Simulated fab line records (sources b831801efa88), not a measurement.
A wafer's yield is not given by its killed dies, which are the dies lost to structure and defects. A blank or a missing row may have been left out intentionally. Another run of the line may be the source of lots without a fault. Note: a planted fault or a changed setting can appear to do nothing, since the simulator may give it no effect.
What tool caused it? / flow sky130 / Sampling: 14 lots, 42 wafers, 2 of 708 route steps

WHAT THE GAUGES READ, wafer by wafer
SKY_SD_P_CD_MEAS_07: the cd target is 380 nm.
lot=L136; measured=day 25 06:50; on=cd-sem-02; cd-nm (nm)=375.2 374.3 375.0
lot=L139; measured=day 26 12:08; on=cd-sem-01; cd-nm (nm)=378.2 375.6 375.9
lot=L142; measured=day 27 09:52; on=cd-sem-01; cd-nm (nm)=382.6 379.1 379.6
lot=L143; measured=day 27 20:31; on=cd-sem-01; cd-nm (nm)=381.9 381.1 382.4
lot=L146; measured=day 28 23:30; on=cd-sem-02; cd-nm (nm)=380.9 377.2 377.5
lot=L147; measured=day 29 09:19; on=cd-sem-01; cd-nm (nm)=376.1 379.3 379.5
lot=L148; measured=day 29 19:50; on=cd-sem-02; cd-nm (nm)=379.2 379.6 378.7
lot=L152; measured=day 30 23:14; on=cd-sem-01; cd-nm (nm)=379.9 378.9 380.7
lot=L153; measured=day 31 08:38; on=cd-sem-01; cd-nm (nm)=381.4 380.6 380.9
lot=L154; measured=day 31 16:05; on=cd-sem-01; cd-nm (nm)=380.8 381.2 380.9
lot=L155; measured=day 31 19:16; on=cd-sem-02; cd-nm (nm)=379.9 376.2 377.5
lot=L156; measured=day 32 00:34; on=cd-sem-01; cd-nm (nm)=380.9 378.8 380.2
lot=L157; measured=day 32 10:11; on=cd-sem-01; cd-nm (nm)=375.7 376.2 373.8
lot=L158; measured=day 32 19:16; on=cd-sem-02; cd-nm (nm)=379.0 380.9 381.0

SKY_SD_N_OVL_MEAS_08.
lot=L136; measured=day 27 16:56; on=overlay-01; SD_N_OVL (nm)=-1.9 -2.2 0.3
lot=L139; measured=day 28 21:18; on=overlay-02; SD_N_OVL (nm)=0.4 -1.4 -0.8
lot=L142; measured=day 29 19:17; on=overlay-01; SD_N_OVL (nm)=0.4 -0.5 0.6
lot=L143; measured=day 30 04:41; on=overlay-01; SD_N_OVL (nm)=-0.5 0.1 -0.3
lot=L146; measured=day 31 06:01; on=overlay-02; SD_N_OVL (nm)=-0.8 0.5 0.5
lot=L147; measured=day 31 16:44; on=overlay-01; SD_N_OVL (nm)=1.6 -0.3 1.6
lot=L148; measured=day 32 02:17; on=overlay-02; SD_N_OVL (nm)=1.5 1.9 2.7
lot=L152; measured=day 33 04:40; on=overlay-02; SD_N_OVL (nm)=0.7 -0.2 -0.3
lot=L153; measured=day 33 13:33; on=overlay-01; SD_N_OVL (nm)=0.5 0.9 0.8
lot=L154; measured=day 33 21:50; on=overlay-02; SD_N_OVL (nm)=0.2 -0.8 1.1
lot=L155; measured=day 34 00:24; on=overlay-01; SD_N_OVL (nm)=0.9 0.9 1.1
lot=L156; measured=day 34 05:23; on=overlay-01; SD_N_OVL (nm)=-1.0 0.3 0.1
lot=L157; measured=day 34 14:35; on=overlay-02; SD_N_OVL (nm)=-0.8 0.0 -1.2
lot=L158; measured=day 35 00:27; on=overlay-02; SD_N_OVL (nm)=1.0 0.9 0.3

TOOL THAT RAN EACH LOT (tool first, then ch and the chambers of the sampled wafers, then the start)
No process step before these readings appears in the record.

WHAT THE TOOLS THEMSELVES READ (means of the sampled wafers that have a number; where no wafer has one, the mark that the record gives instead)
The record holds no such reading with a usual standard deviation.

THE ANSWER, worked out from the rows above alone
Rule: usual is defined by the lots themselves. Put in order of their means at a reading, lots are off if they are a third of the lots or fewer, leave a main group of 4 or more, and stand apart from it by a gap of 3 or more times the standard deviation of the main group's means; of several such gaps the widest counts. Not used: any main group whose means are identical at the precision the tables above print for the reading. Also off: a lot with no number at a reading for which 4 or more lots have one. The other lots that the step has rows for count as sound. Order of review: gauges by route order, followed by the tools' own readings, for which a lot's mean as printed above is used. The first step at which some lot is off is used, and at that step the reading that is off furthest; a lot without a number counts as furthest.
No lot is off at any reading shown: from this, nothing can be told.

WHAT THE SIMULATOR HAD INSERTED
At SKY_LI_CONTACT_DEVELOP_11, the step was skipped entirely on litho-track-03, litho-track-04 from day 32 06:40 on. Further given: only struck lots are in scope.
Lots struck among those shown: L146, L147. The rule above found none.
